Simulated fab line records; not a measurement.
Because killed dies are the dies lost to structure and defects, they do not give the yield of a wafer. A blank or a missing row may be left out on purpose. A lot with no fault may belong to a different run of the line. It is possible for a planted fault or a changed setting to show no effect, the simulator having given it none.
Problem report in the 8D (eight disciplines) form, filled by code | flow gf180mcu | the parts of the form that need people (team, actions taken, sign-off) are left out

## 1. WHAT IS WRONG
Wafers without a fault read 450.03, standard deviation 0.14; beamEnergyKeV at GF_NWELL_IMPLANT_08 reads a mean of 437.28 on 9 wafers belonging to 3 lots. That is -91 standard deviations from the usual mean.
Earliest sighting: wafer L684.3 on implanter-04 at day 4 15:13. The record has a number at this step for 42 wafers belonging to 14 lots. Rule for "out" (also "out of limits"): further than 4 standard deviations from the usual mean. The other wafers with a number count as sound.

## 2. WHAT IT IS; WHAT IT IS NOT
question                    | is                     | is not
which readings at this step | beamEnergyKeV          | -
which lots                  | L684, L685, L690       | L678, L680, L682, L683, L687, L694, L695, L696, L698, L699, L701
which wafers of those lots  | all that have a number | -
read on which tools         | implanter-04           | implanter-01, implanter-03
when                        | from day 4 15:13       | up to then (12 sound wafers); but 21 sound wafers of L687, L694, L695, L696, L698, L699, L701 came after

## 3. SUSPECTS, AND WHAT RULES EACH OUT
Counting: any tool at a process step up to the reading is kept as a suspect provided that every lot that is out went through it and no sound lot did after the first of them.
- implanter-04 at GF_NWELL_IMPLANT_08: kept. All lots that are out passed through it, beginning with L684 at day 4 15:13, and no sound lot followed; its final sound lot before that point was L683 at day 4 11:00. Out on those wafers are its own readings of beamEnergyKeV.
Left after counting: implanter-04 at GF_NWELL_IMPLANT_08.

## 4. THE CAUSE (what the simulator had put in)
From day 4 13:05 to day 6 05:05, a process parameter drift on implanter-04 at GF_NWELL_IMPLANT_08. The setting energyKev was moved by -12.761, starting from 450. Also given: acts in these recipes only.
Only this tool survived the counting.

## 5. SEQUENCE OF EFFECTS, ordered by route
Each row: a reading whose mean over the struck wafers that have a number lies more than 3 standard deviations from the usual. Readings are gone through only where the record gives a usual standard deviation; hours: the median, over the lots, of the time from a lot's start at the first step in this table giving one to that lot's start at this step; sigmas: the change measured in usual standard deviations.
hours | step                | reading       | usual  | on struck wafers | change | sigmas
0     | GF_NWELL_IMPLANT_08 | beamEnergyKeV | 450.03 | 437.28           | -12.75 | -91
It contains these process steps:
- GF_NWELL_IMPLANT_08

## 6. HOW IT WOULD HAVE BEEN CAUGHT EARLIER
The fault began at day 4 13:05; the first out-of-limits reading in this record came at day 4 15:13, 2 hours later.
